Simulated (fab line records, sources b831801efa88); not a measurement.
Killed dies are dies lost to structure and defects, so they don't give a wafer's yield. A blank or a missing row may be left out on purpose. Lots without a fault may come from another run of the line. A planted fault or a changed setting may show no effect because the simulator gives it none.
A struck lot beside a sound one | flow sky130 | 17 steps out of a route of 708
Sound: wafers L512.1, L512.3, L512.5. Struck: wafers L497.2, L497.5, L497.6. The cause comes at the end.
At each step with rows: each side's tool, then ch and its chambers, then its first start. Under that, the readings that differ: sound wafers | struck wafers | difference of the means | sigmas: that difference in standard deviations of wafers without a fault.
alike: readings whose means differ by less than 2 such deviations, and words and numbers that are the same on both sides. not compared: withheld readings, readings that some wafer has no value for, bounds like >300 that may hide the same value, and numbers for which the record gives no deviation and whose values overlap.
The two part at a step that has a row with sigmas, a row that says differs or no value, or rows on one side only. Numbers that don't overlap but have no deviation are shown without sigmas and don't part them. A reading that every wafer of one side lacks parts them only if that side has two wafers or more.

first, 1 step without rows for these wafers: SKY_VT_ADJUST_LVTN_IMPLANT_19.
SKY_VT_ADJUST_LVTN_STRIP_20: strips in O2/N2.
  sound on plasma_asher-03 ch 0,1, day 13 16:12; struck on plasma_asher-03 ch 0,1, day 9 15:34
  alike: drypump_motor_current_A, oes_product_au, strip_time_to_endpoint_s
  not compared: rf_hours_counter_h
SKY_VT_ADJUST_LVTN_TW_MEAS_21:
  sound on film_metro-04, day 13 16:18; struck on film_metro-03, day 9 15:40
  alike: VT_ADJUST_LVTN_2_TW
then, 7 steps without rows for these wafers: SKY_VT_ADJUST_NCORE_DEHYDRATE_00 (time 60 s); SKY_VT_ADJUST_NCORE_HMDS_01 (prime time 60 s); SKY_VT_ADJUST_NCORE_COAT_02 (resist thk 1140 nm); SKY_VT_ADJUST_NCORE_SOFTBAKE_03 (time 60 s); SKY_VT_ADJUST_NCORE_EXPOSE_04 (exposes mask LVTN COMPLEMENT THIN, target cd 380 nm); SKY_VT_ADJUST_NCORE_PEB_05; SKY_VT_ADJUST_NCORE_DEVELOP_06 (develop time 60 s).
SKY_VT_ADJUST_NCORE_CD_MEAS_07: target cd 380 nm.
  sound on cd_sem-02, day 14 18:01; struck on cd_sem-02, day 10 13:29
  alike: cd_nm
SKY_VT_ADJUST_NCORE_OVL_MEAS_08:
  sound on overlay-01, day 14 18:08; struck on overlay-01, day 10 13:36
  alike: VT_ADJUST_NCORE_OVL
SKY_VT_ADJUST_NCORE_IMPLANT_09:
  sound on implanter-02 ch 0, day 14 18:10; struck on implanter-04 ch 0, day 10 13:40
  reading            | sound                            | struck                      | difference | sigmas
  dose_ions_cm2      | 2.3944e+12 2.4005e+12 2.4059e+12 | 2.376e+11 2.401e+11 2.4e+11 | -2.161e+12 | -99 or more
  faraday_current_uA | 13.38 13.57 13.86                | 1.34 1.39 1.33              | -12.25     | -47
SKY_VT_ADJUST_NCORE_STRIP_10: strips in O2/N2.
  sound on plasma_asher-02 ch 0,1, day 14 18:19; struck on plasma_asher-04 ch 0,1, day 10 13:47
  alike: drypump_motor_current_A, oes_product_au, strip_time_to_endpoint_s
  not compared: rf_hours_counter_h
SKY_VT_ADJUST_NCORE_TW_MEAS_11:
  sound on film_metro-01, day 14 18:25; struck on film_metro-04, day 10 13:53
  reading            | sound             | struck            | difference | sigmas
  VT_ADJUST_NCORE_TW | 219.1 219.4 218.9 | 119.2 119.6 119.8 | -99.6      | -71
then, 1 step without rows for these wafers: SKY_VT_ADJUST_HVTR_DEHYDRATE_00 (time 60 s).
-- the record jumps here: 37 days lie between the struck wafers' starts before and after (it left off in module VT_ADJUST_HVTR and takes up again in module PAD_OPEN, whose first step shown is number 708 of the route) --
SKY_PAD_OPEN_PROBE_99:
  sound on prober-01, day 50 12:27; struck on prober-02, day 47 11:56
  reading                                    | sound                         | struck                        | difference | sigmas
  model.etest.pfet_16v.r_on_ohm_um           | 1.626e+04 1.511e+04 1.543e+04 | 1.818e+04 1.825e+04 1.822e+04 | +2.617e+03 |
  model.etest.nfet_16v.r_on_ohm_um           | 1.458e+04 1.436e+04 1.445e+04 | 1.107e+04 1.123e+04 1.12e+04  | -3.297e+03 |
  model.etest.pfet_g5v0d10v5.r_on_ohm_um     | 4815 4761 4786                | 5977 5970 5864                | +1150      |
  model.etest.tip_p.rs_ohm_sq                | 6943 6952 6920                | 7624 7647 7540                | +665       |
  model.etest.pfet_01v8.r_on_ohm_um          | 3072 2908 2909                | 3374 3333 3218                | +345       |
  model.etest.res_pwell_under_gate.rs_ohm_sq | 2292 2299 2290                | 2593 2578 2584                | +291       |
  model.etest.nfet_g5v0d10v5.r_on_ohm_um     | 1942 1903 1907                | 1641 1646 1621                | -281       |
  model.etest.tip_p_5v.rs_ohm_sq             | 2810 2814 2845                | 3073 3081 3079                | +255       |

WHERE THEY PART
First at SKY_VT_ADJUST_NCORE_IMPLANT_09; last, within this record, at SKY_VT_ADJUST_NCORE_TW_MEAS_11.

WHY: what the simulator had put in
Process parameter drift: implanter-04, from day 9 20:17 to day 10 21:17, at SKY_VT_ADJUST_NCORE_IMPLANT_09. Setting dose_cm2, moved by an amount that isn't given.
